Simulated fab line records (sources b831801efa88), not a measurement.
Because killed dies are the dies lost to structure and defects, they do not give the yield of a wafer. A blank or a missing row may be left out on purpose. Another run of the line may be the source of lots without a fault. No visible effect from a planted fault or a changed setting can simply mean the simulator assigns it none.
Chamber matching | flow sky130 | rie si-02 running SKY_POLY_GATE_ETCH_17: 4 sister chambers
The step etches poly-Si in HBr/Cl2, stops on SiO2, target depth 180 nm, time 70.5 s. 4 wafers are shown with their chamber, then 8 later ones without.

## WAFERS WITH THEIR CHAMBER
wafer  | chamber | rf fwd power W (W)
L454.3 | 3       | 397.5
L457.4 | 0       | 397.2
L466.1 | 2       | 396.5
L468.3 | 1       | 398.2

## WAFERS WITH NO CHAMBER GIVEN
wafer  | rf fwd power W (W)
L468.4 | 396.6
L468.5 | 398.0
L469.2 | 398.4
L469.3 | 395.0
L469.4 | 398.2
L470.4 | 398.5
L470.5 | 397.2
L470.6 | 396.0

## WHICH CHAMBER EACH WENT THROUGH
wafer  | from the rows above               | in truth
L468.4 | can't be placed: 2 or 0 or 3      | 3
L468.5 | can't be placed: 1 or 3 or 0      | 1
L469.2 | can't be placed: 1 or 3 or 0      | 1
L469.3 | can't be placed: 2 or 0 or 3      | 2
L469.4 | can't be placed: 1 or 3 or 0      | 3
L470.4 | can't be placed: 1 or 3 or 0      | 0
L470.5 | can't be placed: 0 or 3 or 2 or 1 | 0
L470.6 | can't be placed: 2 or 0 or 3      | 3
Placed correctly: 0 of 8. From these rows, 8 cannot be placed; in 8 the true chamber is one of the candidates. Placed wrongly: 0.
How it was worked out, from the rows above alone: a wafer's distance from a chamber is the root of the sum, over the readings, of the square of ((its reading less the chamber's mean) divided by the reading's scatter). The wafer belongs to the nearest chamber; if the next one is less than 2 further off, it can't be placed. The mean given for a chamber averages the wafers shown for that chamber. The scatter (one wafer shown for each chamber): square how far every hidden wafer sits from the nearest shown wafer, average those squares and take the square root.
